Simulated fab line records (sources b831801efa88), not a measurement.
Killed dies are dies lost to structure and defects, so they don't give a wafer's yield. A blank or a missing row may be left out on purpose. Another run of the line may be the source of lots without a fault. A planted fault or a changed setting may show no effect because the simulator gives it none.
fab line records | flow sky130
[record] lots = 10 wafers = 30 last_day = 50
route steps=708 shown VIA3@575 METAL4@598 VIA4@651 PAD_OPEN@708
lots untouched by any fault: they come from a run of this same line in which no faults occurred
start_h: the number of hours between the record's first day and the start of the first shown wafer of the lot | wait_h: hours since the lot's step before | " unchanged from the row above | L1.1+2: several wafers, shown together as one row | - either no value or no given start | * or withheld: withheld | < > ~ a bound
route shown NAME@n: NAME is a module with steps in the file, n the number in the route of the first one | usual: mean/standard deviation taken from wafers without a fault | same: alike in all rows | chamber/n: place in a boat | sites: the reading at each site | _std_site: the values' standard deviation | _edge_site: the outer-site mean with the inner-site mean subtracted | radius_mm: for every site, how far away it sits from the centre of the wafer | mask NAME#n: copy n | behind: the last tool/chamber to shape the wafer | hold: reason for holding the lot/hours on hold/outcome of the hold | device: which transistor (n, p or np) failed to switch | end of line: the same wafers' tests at the end of the route | a step without rows: its recipe alone | killed: count of dies lost to structure and defects at first sort (not the wafer's yield) | map: the dies of a wafer, with x for killed, . for not killed, _ for no die there
set.NAME: setting as actually run; set.NAME@STEP: the setting as run at that earlier step | model.NAME: the simulator's own value behind a step, which no gauge read
route steps across a sampled set of lots; one table per step, one row per wafer
services: from which hour (start_h, from the record's first day; less than 0 if before it) a tool's chamber was out of use, for how many hours, and why
[[steps]]
[step SKY_VIA3_CMP_02]
[recipe] material = SiO2 down_force_psi = 4 platen_rpm = 60 pad_velocity_m_s = 0.94248
[usual] head_pressure_psi = 4.000/0.0099 motor_current_A = 12.4/1.5 platen_rpm = 59.99/0.046 retaining_ring_pressure_frac = 1.000/0.005
// columns lot.wafer tool chamber start_h wait_h head_pressure_psi motor_current_A platen_rpm retaining_ring_pressure_frac
L583.2 cmp-01 0 906.88 0.0 4.011 14.4 59.92 0.994
L583.5 " 0 " " 3.999 13.9 60.07 0.992
L583.6 " 1 " " 3.999 13.7 60.05 1.005
L584.4 cmp-01 3 909.93 0.1 4.009 11.6 59.99 0.994
L584.2 " 0 " " 4.002 13.6 59.95 0.993
L584.5 " 3 " " 4.010 10.8 59.99 1.004
L585.2 cmp-01 1 922.48 0.1 3.992 14.4 59.99 0.999
L585.4 " 2 " " 3.991 12.8 59.97 0.997
L585.6 " 0 " " 4.007 14.3 60.01 1.001
L588.1 cmp-02 3 952.05 0.1 3.995 9.3 60.00 1.004
L588.5 " 3 " " 4.016 8.9 60.00 1.009
L588.6 " 0 " " 3.993 12.3 60.06 0.997
L590.2 cmp-02 2 969.60 0.1 4.011 12.6 60.01 1.003
L590.1 " 3 " " 3.994 9.1 59.96 0.991
L590.5 " 1 " " 4.003 11.3 59.95 1.003
L592.1 cmp-01 2 970.85 0.1 4.004 12.7 60.02 1.000
L592.2 " 3 " " 4.013 11.3 59.94 0.996
L592.5 " 2 " " 4.003 12.8 60.02 0.997
L596.1 cmp-01 0 998.93 0.1 3.998 14.1 59.91 0.995
L596.3 " 2 " " 4.004 12.6 60.00 0.997
L596.2 " 3 " " 3.983 11.8 59.95 1.003
L597.2 cmp-01 2 1007.26 0.1 3.996 12.8 59.99 0.994
L597.6 " 0 " " 4.011 13.9 59.94 0.997
L597.5 " 1 " " 4.004 14.3 59.97 1.008
L604.1 cmp-01 1 1058.01 0.1 3.989 13.7 59.96 0.999
L604.2 " 2 " " 4.004 13.2 60.05 0.994
L604.5 " 3 " " 3.988 11.0 60.02 1.003
L605.3 cmp-02 0 1058.73 0.1 3.997 12.3 59.91 1.000
L605.5 " 3 " " 3.974 9.7 59.94 0.995
L605.6 " 0 " " 4.001 12.3 60.00 1.000
[step SKY_METAL4_SPUTTER_00]
[recipe] material = Ti target_thk_nm = 15 power_w = 3000 time_s = 10 chamber_pressure_pa = 0.4
[usual] throttle_valve_pct = 29.7/0.83
// columns lot.wafer tool chamber start_h wait_h throttle_valve_pct
L583.2 pvd_sputter-02 - 933.03 0.2 29.6
L583.5 " - " " 30.8
L583.6 " - " " 29.5
L584.2 pvd_sputter-04 - 936.24 0.2 30.3
L584.4 " - " " 29.9
L584.5 " - " " 30.3
L585.2 pvd_sputter-02 - 949.24 0.2 30.0
L585.4 " - " " 29.5
L585.6 " - " " 29.2
L588.1 pvd_sputter-01 - 977.64 0.1 29.9
L588.5 " - " " 30.1
L588.6 " - " " 27.7
L590.1 pvd_sputter-02 - 994.68 0.1 29.2
L590.2 " - " " 30.0
L590.5 " - " " 29.1
L592.1 pvd_sputter-04 - 995.68 0.1 30.8
L592.2 " - " " 29.5
L592.5 " - " " 29.9
L596.1 pvd_sputter-01 - 1023.46 0.1 30.1
L596.2 " - " " 27.9
L596.3 " - " " 30.5
L597.2 pvd_sputter-01 - 1032.06 0.2 29.9
L597.5 " - " " 30.1
L597.6 " - " " 29.8
L604.1 pvd_sputter-01 - 1081.00 0.1 30.1
L604.2 " - " " 29.9
L604.5 " - " " 27.9
L605.3 pvd_sputter-04 - 1081.73 0.1 30.0
L605.5 " - " " 30.3
L605.6 " - " " 31.2
[step SKY_METAL4_ETCH_16]
[recipe] chemistry = N2/H2 target = BARC ion_energy_ev = 200 bias_w = 100 pressure_mtorr = 30 n2_flow_sccm = 100 h2_flow_sccm = 200 icp_w = 500 stop_on = SiO2 time_s = 88.2 target_depth_a = 600
[usual] drypump_motor_current_A = 5.7/0.31 n2_flow_sccm = 100.1/0.3 oes_product_au = 0.626/0.0045 run_length_s = 116.8/0.3 throttle_valve_pct = 13.205/0.0091
// columns lot.wafer tool chamber start_h wait_h drypump_motor_current_A n2_flow_sccm oes_product_au rf_hours_counter_h run_length_s throttle_valve_pct
L583.2 rie_metal-01 0 981.58 0.0 5.2 100.3 0.622 13 117.0 13.202
L583.5 " 1 " " 6.0 100.6 0.630 - 117.0 13.210
L583.6 " 0 " " 5.2 100.1 0.624 - 116.6 13.198
L584.2 rie_metal-02 0 985.67 0.0 5.5 99.7 0.627 13 117.3 13.202
L584.4 " 0 " " 5.6 100.1 0.622 - 116.7 13.179
L584.5 " 0 " " 5.5 99.5 0.620 - 116.7 13.217
L585.2 rie_metal-01 1 996.88 0.0 6.0 99.7 0.625 18 116.8 13.200
L585.4 " 1 " " 6.0 100.2 0.620 - 116.6 13.199
L585.6 " 1 " " 6.0 99.8 0.633 - 116.6 13.209
L588.1 rie_metal-03 1 1024.63 0.0 5.7 100.2 0.626 0 116.3 13.213
L588.5 " 1 " " 5.7 100.3 0.631 - 116.3 13.220
L588.6 " 0 " " 5.7 100.2 0.629 - 116.9 13.204
L590.1 rie_metal-02 1 1041.02 0.0 6.1 99.9 0.629 13 116.8 13.215
L590.2 " 0 " " 5.5 100.0 0.621 16 117.0 13.210
L590.5 " 1 " " 6.1 100.0 0.624 - 117.2 13.212
L592.1 rie_metal-02 0 1042.58 0.0 5.5 99.9 0.620 16 117.2 13.192
L592.2 " 1 " " 6.2 99.4 0.633 13 116.7 13.211
L592.5 " 1 " " 6.1 99.9 0.626 - 116.8 13.216
L596.1 rie_metal-02 1 1068.70 0.1 6.1 100.0 0.988 16 61.9 13.251
L596.2 " 1 " " 6.1 100.5 0.980 - 61.6 13.241
L596.3 " 1 " " 6.1 99.8 0.981 - 61.6 13.231
L597.2 rie_metal-02 1 1076.38 0.1 6.1 100.2 0.998 - 61.8 13.260
L597.5 " 1 " " 6.1 100.1 0.988 - 61.9 13.238
L597.6 " 1 " " 6.1 99.8 1.004 - 61.8 13.209
L604.1 rie_metal-01 0 1122.28 0.0 5.2 100.0 0.627 23 116.8 13.208
L604.2 " 1 " " 6.0 99.9 0.623 27 116.7 13.212
L604.5 " 1 " " 6.0 100.1 0.619 - 116.8 13.218
L605.3 rie_metal-01 1 1122.98 0.0 5.9 99.7 0.629 - 116.9 13.191
L605.5 " 1 " " 5.9 100.1 0.630 - 116.8 13.198
L605.6 " 0 " " 5.2 99.9 0.630 - 117.1 13.206
[step SKY_METAL4_ETCH_17]
[recipe] target = SiO2 stop_on = TiN chemistry = C4F8/O2/Ar source_w = 1500 bias_w = 1200 pressure_mtorr = 40 c4f8_flow_sccm = withheld O2_flow_sccm = 6 Ar_flow_sccm = 300 time_s = 3.9 target_depth_a = 150
[usual] oes_product_au = 0.757/0.0078
// columns lot.wafer tool chamber start_h wait_h oes_product_au rf_hours_counter_h
L583.2 rie_diel-02 3 981.67 0.1 0.746 20
L583.5 " 2 " " 0.762 -
L583.6 " 1 " " 0.757 -
L584.2 rie_diel-02 2 985.76 0.1 0.761 21
L584.4 " 1 " " 0.758 15
L584.5 " 3 " " 0.767 -
L585.2 rie_diel-01 2 996.97 0.1 0.757 21
L585.4 " 3 " " 0.760 16
L585.6 " 2 " " 0.746 -
L588.1 rie_diel-02 0 1024.73 0.1 0.756 10
L588.5 " 2 " " 0.773 -
L588.6 " 1 " " 0.759 -
L590.1 rie_diel-03 0 1041.11 0.1 0.767 20
L590.2 " 1 " " 0.746 10
L590.5 " 2 " " 0.757 -
L592.1 rie_diel-02 0 1042.68 0.1 0.765 10
L592.2 " 1 " " 0.749 17
L592.5 " 0 " " 0.766 -
L596.1 rie_diel-02 3 1068.89 0.2 0.684 23
L596.2 " 1 " " 0.695 17
L596.3 " 2 " " 0.677 24
L597.2 rie_diel-01 1 1076.54 0.1 0.713 25
L597.5 " 1 " " 0.691 -
L597.6 " 0 " " 0.731 -
L604.1 rie_diel-02 3 1122.38 0.1 0.757 0
L604.2 " 2 " " 0.768 1
L604.5 " 2 " " 0.751 -
L605.3 rie_diel-03 1 1123.04 0.0 0.768 13
L605.5 " 1 " " 0.768 -
L605.6 " 0 " " 0.767 -
[step SKY_METAL4_METAL_ETCH_18]
[recipe] target_depth_a = 8450 stop_on = SiO2 over_etch_frac = 0.3 time_s = 183.1 chemistry = Cl2/BCl3 resist_sidewall_deg = 88 pressure_mtorr = 10 icp_w = 900 bias_w = 48.5 Cl2_flow_sccm = 60 bcl3_flow_sccm = 30
[usual] drypump_motor_current_A = 5.7/0.31 oes_product_au = 0.865/0.0066 run_length_s = 211.7/0.31 throttle_valve_pct = 22.264/0.0093
// columns lot.wafer tool chamber start_h wait_h drypump_motor_current_A oes_product_au rf_hours_counter_h run_length_s throttle_valve_pct
L583.2 rie_metal-03 1 981.69 0.0 5.7 0.872 23 211.3 22.257
L583.5 " 1 " " 5.7 0.864 - 210.9 22.267
L583.6 " 0 " " 5.7 0.865 - 211.8 22.271
L584.2 rie_metal-01 0 985.78 0.0 5.2 0.855 14 211.8 22.261
L584.4 " 1 " " 5.9 0.862 - 211.8 22.252
L584.5 " 0 " " 5.2 0.865 - 212.2 22.278
L585.2 rie_metal-03 0 996.99 0.0 5.7 0.867 14 211.5 22.268
L585.4 " 1 " " 5.7 0.864 - 211.1 22.272
L585.6 " 0 " " 5.7 0.868 - 211.8 22.271
L588.1 rie_metal-02 0 1024.74 0.0 5.5 0.866 15 211.6 22.277
L588.5 " 0 " " 5.5 0.874 - 211.6 22.249
L588.6 " 1 " " 6.1 0.874 - 211.8 22.241
L590.1 rie_metal-01 0 1041.13 0.0 5.2 0.859 17 211.9 22.260
L590.2 " 1 " " 5.9 0.864 21 211.5 22.272
L590.5 " 1 " " 5.9 0.864 - 211.6 22.262
L592.1 rie_metal-01 1 1042.69 0.0 6.0 0.875 21 212.2 22.268
L592.2 " 0 " " 5.2 0.873 17 212.0 22.258
L592.5 " 1 " " 6.0 0.866 - 211.9 22.262
L596.1 rie_metal-01 1 1068.91 0.0 5.9 0.760 23 211.7 22.261
L596.2 " 0 " " 5.2 0.792 18 212.2 22.252
L596.3 " 1 " " 5.9 0.774 - 212.0 22.269
L597.2 rie_metal-01 1 1076.56 0.0 5.9 0.807 23 211.8 22.262
L597.5 " 0 " " 5.2 0.782 - 212.2 22.286
L597.6 " 1 " " 6.0 0.824 - 211.5 22.269
L604.1 rie_metal-02 0 1122.40 0.0 5.5 0.862 20 212.3 22.264
L604.2 " 1 " " 6.1 0.872 20 211.7 22.268
L604.5 " 1 " " 6.1 0.881 - 211.8 22.265
L605.3 rie_metal-02 0 1123.12 0.1 5.5 0.869 - 211.8 22.257
L605.5 " 0 " " 5.5 0.880 - 211.8 22.267
L605.6 " 1 " " 6.1 0.864 - 211.7 22.274
[step SKY_VIA4_ETCH_12]
[recipe] target = SiO2 chemistry = C4F8/O2/Ar stop_on = TiN mask_material = NOVOLAK source_w = 1500 bias_w = 1200 pressure_mtorr = 40 c4f8_flow_sccm = withheld O2_flow_sccm = 6 Ar_flow_sccm = 300 time_s = withheld target_depth_a = 5800
[usual] oes_product_au = 0.926/0.0043
// columns lot.wafer tool chamber start_h wait_h oes_product_au
L583.2 rie_diel-02 0 1005.77 0.0 0.934
L583.5 " 2 " " 0.926
L583.6 " 3 " " 0.932
L584.2 rie_diel-01 0 1009.62 0.0 0.929
L584.4 " 2 " " 0.930
L584.5 " 3 " " 0.928
L585.2 rie_diel-01 2 1020.99 0.0 0.921
L585.4 " 2 " " 0.924
L585.6 " 1 " " 0.926
L588.1 rie_diel-01 0 1048.06 0.0 0.917
L588.5 " 0 " " 0.930
L588.6 " 3 " " 0.929
L590.1 rie_diel-02 1 1063.61 0.0 0.924
L590.2 " 2 " " 0.922
L590.5 " 1 " " 0.925
L592.1 rie_diel-01 1 1065.98 0.0 0.934
L592.2 " 3 " " 0.923
L592.5 " 1 " " 0.924
L596.1 rie_diel-04 0 1090.33 0.0 0.930
L596.2 " 2 " " 0.928
L596.3 " 1 " " 0.929
L597.2 rie_diel-04 0 1097.86 0.0 0.926
L597.5 " 0 " " 0.919
L597.6 " 3 " " 0.935
L604.1 rie_diel-04 2 1141.83 0.0 0.921
L604.2 " 3 " " 0.919
L604.5 " 0 " " 0.926
L605.3 rie_diel-04 2 1143.52 0.0 0.931
L605.5 " 2 " " 0.932
L605.6 " 1 " " 0.925
[step SKY_PAD_OPEN_PROBE_99]
[usual] defect_limited_yield = 82.9/2 killed_at_M0_to_M3 = 42/7.4 killed_at_M4_up = 3.3/2.1 killed_at_contacts = 24/5.3 killed_at_front_end = 15/4.5 killed_at_other = 0.3/0.57 killed_dies = 84/10 killed_on_rim = 17/3.8 killed_open = 46/7.5 killed_short = 38/6.4 sort_bin_3_pad_short = 0.9/0.44 sort_bin_5_function = 10.2/1.5 sort_bin_6_memory = 6.0/1.1 sort_n_pass = 408/10 sort_yield_pct = 82.9/2
[same] gross_dies = 492 killed_at_back_side = 0 sort_bin_4_leakage[%] = 0 sort_bin_8_speed[%] = 0
// columns lot.wafer tool chamber start_h wait_h defect_limited_yield[%] killed_at_M0_to_M3 killed_at_M4_up killed_at_contacts killed_at_front_end killed_at_other killed_dies killed_on_rim killed_open killed_short sort_bin_3_pad_short[%] sort_bin_5_function[%] sort_bin_6_memory[%] sort_n_pass sort_yield_pct[%]
L596.1 prober-01 - 1155.06 0.1 37.0 60 212 27 11 0 310 68 64 36 1.2 53.3 8.5 182 37.0
L596.2 prober-01 - 1155.11 0.1 51.6 52 152 19 15 0 238 67 39 49 1.4 40.2 6.7 254 51.6
L596.3 prober-01 - 1155.16 0.2 58.7 33 133 26 10 1 203 59 40 33 1.0 35.0 5.3 289 58.7
L597.2 prober-02 - 1160.46 0.1 62.4 41 118 16 10 0 185 34 34 35 1.2 30.5 5.9 307 62.4
L597.5 prober-02 - 1160.61 0.2 41.1 48 208 25 9 0 290 39 54 34 0.6 53.5 4.9 202 41.1
L597.6 prober-02 - 1160.66 0.2 74.6 47 41 25 12 0 125 32 46 41 0.8 18.3 6.3 367 74.6
// killed by level:class
L596.1 METAL4:area_etch=209 VIA3:geometric_particle:open=15 VIA1:geometric_particle:open=13 CONTACT:geometric_particle:open=9 METAL2:geometric_particle:short=8 LI_CONTACT:geometric_particle:open=7 METAL1:geometric_particle:short=7 VIA2:geometric_particle:open=5
L596.2 METAL4:area_etch=150 LI_CONTACT:geometric_particle:open=8 METAL1:geometric_particle:short=8 VIA2:geometric_particle:short=7 VIA3:geometric_particle:open=6 VIA1:geometric_particle:open=6 METAL2:geometric_particle:short=6 FIELD_ISO:geometric_particle:short=5
L596.3 METAL4:area_etch=130 LI_CONTACT:geometric_particle:open=10 CONTACT:geometric_particle:open=8 VIA1:geometric_particle:open=6 METAL2:geometric_particle:short=6 LOCAL_INTERCONNECT:geometric_particle:short=5 VIA3:geometric_particle:open=5 VIA1:geometric_particle:short=4
L597.2 METAL4:area_etch=116 VIA1:geometric_particle:open=12 VIA2:geometric_particle:open=7 METAL1:geometric_particle:short=5 FIELD_ISO:geometric_particle:short=4 CONTACT:geometric_particle:open=4 VIA3:geometric_particle:open=4 VIA1:geometric_particle:short=4
L597.5 METAL4:area_etch=202 VIA1:geometric_particle:open=14 CONTACT:geometric_particle:open=9 VIA3:geometric_particle:open=8 VIA1:geometric_particle:short=7 CONTACT:geometric_particle:short=5 METAL2:geometric_particle:short=5 VIA2:geometric_particle:open=5
L597.6 METAL4:area_etch=38 VIA1:geometric_particle:open=14 CONTACT:geometric_particle:open=11 VIA3:geometric_particle:short=6 VIA1:geometric_particle:short=5 CONTACT:geometric_particle:short=5 METAL3:geometric_particle:short=5 LI_CONTACT:geometric_particle:short=4
[[services]]
// columns tool chamber start_h hours kind
cmp-01 - 884.17 4.1 pm
rie_diel-04 2 885.43 29.3 repair
cmp-01 - 889.37 1.1 repair
rie_diel-04 - 889.46 0.2 repair
rie_diel-01 - 901.37 0.5 repair
rie_diel-01 0 901.42 11.7 repair
cmp-01 - 916.76 4.0 pm
rie_diel-01 0 945.56 3.9 repair
pvd_sputter-01 - 945.79 17.2 repair
rie_diel-02 - 951.05 2.8 pm
rie_diel-02 1 959.72 6.5 repair
rie_diel-02 3 967.04 4.9 repair
rie_diel-04 - 973.22 15.6 pm
cmp-01 - 992.65 0.4 repair
rie_diel-02 1 1012.89 4.4 repair
rie_diel-01 0 1018.28 12.3 repair
rie_diel-01 0 1056.91 7.2 repair
rie_diel-01 - 1059.97 2.8 pm
rie_diel-01 2 1075.00 7.4 repair
cmp-01 - 1081.83 2.0 repair
rie_diel-01 2 1104.89 6.5 repair
cmp-01 - 1117.84 1.3 repair
rie_diel-02 2 1125.70 4.3 repair
rie_diel-01 - 1142.39 0.7 repair
[[key]]
[first_sign] step = SKY_METAL4_ETCH_16 reading = run_length_s direction = down sigmas = 99+ usual = * struck = *
[effect] step = SKY_METAL4_ETCH_16 reading = oes_product_au direction = up sigmas = 80 usual = 0.626 struck = 0.990
[effect] step = SKY_METAL4_ETCH_17 reading = oes_product_au direction = down sigmas = 7.5 usual = 0.757 struck = 0.699
[effect] step = SKY_METAL4_METAL_ETCH_18 reading = oes_product_au direction = down sigmas = 11 usual = 0.865 struck = 0.790
[effect] step = SKY_PAD_OPEN_PROBE_99 reading = killed_at_M4_up direction = up sigmas = 68 usual = 3.3 struck = 144
[more_kills_born_at] SKY_METAL4_ETCH_16@rie_metal-02 = 845
met_at SKY_METAL4_ETCH_16
struck_lots L596,L597
not_acting_at SKY_VIA3_CMP_02,SKY_METAL4_SPUTTER_00,SKY_VIA4_ETCH_12
onset_between 1042.58 1068.70
[fault] kind = process_parameter_drift tool = rie_metal-02 chamber = - onset_h = 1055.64 steps = SKY_METAL4_ETCH_16 channel = time_s offset = * shape = step end_h = 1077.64 acts_in = * stated = *
